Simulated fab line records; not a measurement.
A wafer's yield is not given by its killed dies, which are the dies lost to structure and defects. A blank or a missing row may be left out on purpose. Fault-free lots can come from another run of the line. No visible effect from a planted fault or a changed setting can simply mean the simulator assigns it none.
Which tool is to blame? ; flow gf180mcu ; 13 lots with 39 wafers sampled at 4 steps, on a route of 602 steps

WHAT EACH GAUGE READ, for each wafer
GF_VT_IMPLANT_OVL_MEAS_29. Usual: for VT_IMPLANT_02_OVL the level is -0.4 nm and the standard deviation is 1.5.
lot;measured;on;VT_IMPLANT_02_OVL (nm);flag
L970;day 6 20:15;overlay-01;1.2 2.8 0.4;
L971;day 7 01:37;overlay-01;-2.0 -2.2 -2.5;
L972;day 7 07:52;overlay-01;0.4 -1.4 0.1;
L973;day 7 14:31;overlay-02;-2.7 -2.5 -2.1;
L977;day 8 16:07;overlay-02;0.6 -0.3 -0.1;
L978;day 9 00:30;overlay-02;0.2 -0.2 0.5;
L979;day 9 05:28;overlay-01;-0.1 -1.8 0.5;
L981;day 9 20:03;overlay-01;-1.9 -2.2 -0.9;
L985;day 11 00:18;overlay-01;-4.0 -2.5 -2.7;
L990;day 12 07:13;overlay-01;-1.1 0.5 0.2;
L991;day 12 12:24;overlay-01;0.9 1.8 1.3;
L992;day 12 21:25;overlay-02;-1.3 -1.4 -1.5;
L993;day 13 03:48;overlay-01;-2.2 -1.7 -1.7;

GF_VT_IMPLANT_RS_MEAS_46: the measuring method here is four-point-probe. Usual: for MVSD_RS the level is 456.5 ohm/sq and the standard deviation is 1.2.
lot;measured;on;MVSD_RS (ohm/sq);flag
L970;day 7 12:02;filmMetro-04;455.8 456.9 457.5;
L971;day 7 17:53;filmMetro-04;457.8 458.0 457.5;
L972;day 8 00:52;filmMetro-04;455.5 456.2 455.9;
L973;day 8 07:44;filmMetro-01;455.4 456.9 456.4;
L977;day 9 09:57;filmMetro-01;458.0 457.8 457.4;
L978;day 9 18:10;filmMetro-03;459.0 458.5 459.6;
L979;day 9 23:17;filmMetro-01;454.3 453.1 453.5;
L981;day 10 14:52;filmMetro-03;456.9 456.2 455.5;
L985;day 11 18:48;filmMetro-03;457.1 456.8 456.7;
L990;day 13 04:12;filmMetro-04;456.4 455.6 454.4;
L991;day 13 09:21;filmMetro-04;455.7 456.0 455.9;
L992;day 13 18:44;filmMetro-03;456.1 455.5 456.3;
L993;day 14 00:55;filmMetro-03;456.7 456.9 455.5;

GF_DUAL_GATE_OVL_MEAS_11. Usual: for DUAL_GATE_OVL the level is 0.4 nm and the standard deviation is 1.1.
lot;measured;on;DUAL_GATE_OVL (nm);flag
L970;day 8 06:45;overlay-02;0.9 1.0 0.1;
L971;day 8 11:58;overlay-01;0.9 1.5 1.3;
L972;day 8 19:52;overlay-02;1.8 0.2 2.0;
L973;day 9 03:15;overlay-01;0.4 0.7 1.2;
L977;day 10 05:12;overlay-01;-0.1 1.2 0.0;
L978;day 10 14:21;overlay-01;0.6 -0.2 -0.5;
L979;day 10 19:40;overlay-01;1.2 0.5 -0.8;
L981;day 11 12:33;overlay-02;-0.8 1.5 1.6;
L985;day 12 16:04;overlay-01;- - -;OFF
L990;day 14 03:04;overlay-01;-0.2 -0.7 -1.1;
L991;day 14 08:39;overlay-02;-0.5 -0.9 -0.6;
L992;day 14 18:10;overlay-01;-2.4 -1.2 -0.5;
L993;day 15 00:09;overlay-01;1.4 1.4 1.1;

TOOL THAT RAN EACH LOT (tool first, then ch and the chambers of the sampled wafers, then the start)
lot;GF_DUAL_GATE_EXPOSE_08
L970;ilineStepper-02 ch 0, day 7 22:32
L971;ilineStepper-01 ch 0, day 8 04:30
L972;ilineStepper-02 ch 0, day 8 11:04
L973;ilineStepper-01 ch 0, day 8 19:10
L977;ilineStepper-01 ch 0, day 9 20:48
L978;ilineStepper-02 ch 0, day 10 05:41
L979;ilineStepper-01 ch 0, day 10 11:16
L981;ilineStepper-01 ch 0, day 11 04:11
L985;ilineStepper-02 ch 0, day 12 06:21
L990;ilineStepper-02 ch 0, day 13 17:01
L991;ilineStepper-02 ch 0, day 13 22:13
L992;ilineStepper-01 ch 0, day 14 08:01
L993;ilineStepper-02 ch 0, day 14 13:56
- GF_DUAL_GATE_EXPOSE_08: exposes mask Dualgate, target cd 700 nm.

WHAT THE TOOLS THEMSELVES READ (means of the sampled wafers that have a number; where no wafer has one, the mark that the record gives instead)
The record holds no such reading with a usual standard deviation.

THE ANSWER, worked out from the rows above alone
Rule: a lot is off if the mean of its wafers that have a number lies more than 3 standard deviations from the usual mean. Also off: a lot with no number at a reading for which 4 or more lots have one. Any other lot the step has rows for is counted as sound. The gauges are gone through in route order, then the tools' own readings, and for those a lot's mean is taken as printed above. At the first step where some lot is off, the reading lying furthest off is the one used; lots without a number count as furthest.
Off: at GF_DUAL_GATE_OVL_MEAS_11 (DUAL_GATE_OVL), L985. Without a number there: L985.
If a tool, at a process step before that reading, ran all the lots that are off and no sound lot after the first of them, it fits. Those tools and the gauges at GF_DUAL_GATE_OVL_MEAS_11 are tried in the same way. Not one of the candidates tried fits.

WHAT HAD BEEN PUT IN BY THE SIMULATOR
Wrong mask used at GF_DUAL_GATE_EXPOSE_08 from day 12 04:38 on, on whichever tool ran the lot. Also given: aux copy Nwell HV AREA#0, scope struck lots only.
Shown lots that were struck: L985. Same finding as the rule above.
